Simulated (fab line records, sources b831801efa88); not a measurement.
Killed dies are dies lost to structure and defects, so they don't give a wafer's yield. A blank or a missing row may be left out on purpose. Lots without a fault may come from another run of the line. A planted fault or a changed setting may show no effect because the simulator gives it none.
Which tool did it? | flow gf180mcu | 6 lots, 18 wafers sampled, at 2 steps of a route of 602

WHAT THE GAUGES READ, wafer by wafer
GF_HV_LDD_TW_MEAS_23.
lot  | measured     | on            | HV_LDD_2_TW
L427 | day 11 12:21 | film_metro-01 | 1051 1050 1056
L430 | day 12 09:19 | film_metro-01 | 1064 1057 1057
L433 | day 13 05:13 | film_metro-04 | 1053 1058 1054
L435 | day 13 23:13 | film_metro-03 | 1212 1207 1211
L439 | day 15 02:54 | film_metro-01 | 1211 1206 1209
L446 | day 17 11:59 | film_metro-04 | 1055 1064 1055

WHICH TOOL RAN EACH LOT (tool, then ch and the chambers of the sampled wafers, then the start)
lot  | GF_HV_LDD_IMPLANT_21
L427 | implanter-03 ch 0, day 11 12:07
L430 | implanter-04 ch 0, day 12 09:06
L433 | implanter-03 ch 0, day 13 04:58
L435 | implanter-03 ch 0, day 13 22:59
L439 | implanter-03 ch 0, day 15 02:40
L446 | implanter-02 ch 0, day 17 11:44
- GF_HV_LDD_IMPLANT_21

THE ANSWER, worked out from the rows above alone
Rule: what is usual is taken from the lots themselves. Put in order of their means at a reading, lots are off if they are a third of the lots or fewer, leave a main group of 4 or more, and stand apart from it by a gap of 3 or more times the standard deviation of the main group's means; of several such gaps the widest counts. A main group whose means are all the same, to the digits that the tables above print for the reading, isn't used. A lot without any number at a reading at which 4 lots or more have one is off too. The other lots that the step has rows for count as sound.
Off: L435, L439, at GF_HV_LDD_TW_MEAS_23 (HV_LDD_2_TW). The main group: mean 1056, standard deviation 2.7.
A tool fits if, at a process step before that reading, it ran every lot that is off, and no sound lot after the first of them. The gauges at GF_HV_LDD_TW_MEAS_23 are tried like those tools. One fits: implanter-03 at GF_HV_LDD_IMPLANT_21. Its last sound lot is L433 (day 13 04:58), its first lot that is off L435 (day 13 22:59): a fault that began between those two fits.

WHAT THE SIMULATOR HAD PUT IN
Process parameter drift: implanter-03, from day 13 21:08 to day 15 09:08, at GF_HV_LDD_IMPLANT_21. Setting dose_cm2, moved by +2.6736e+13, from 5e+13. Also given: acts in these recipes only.
Lots struck among those shown: L435, L439. The rule above found the same.
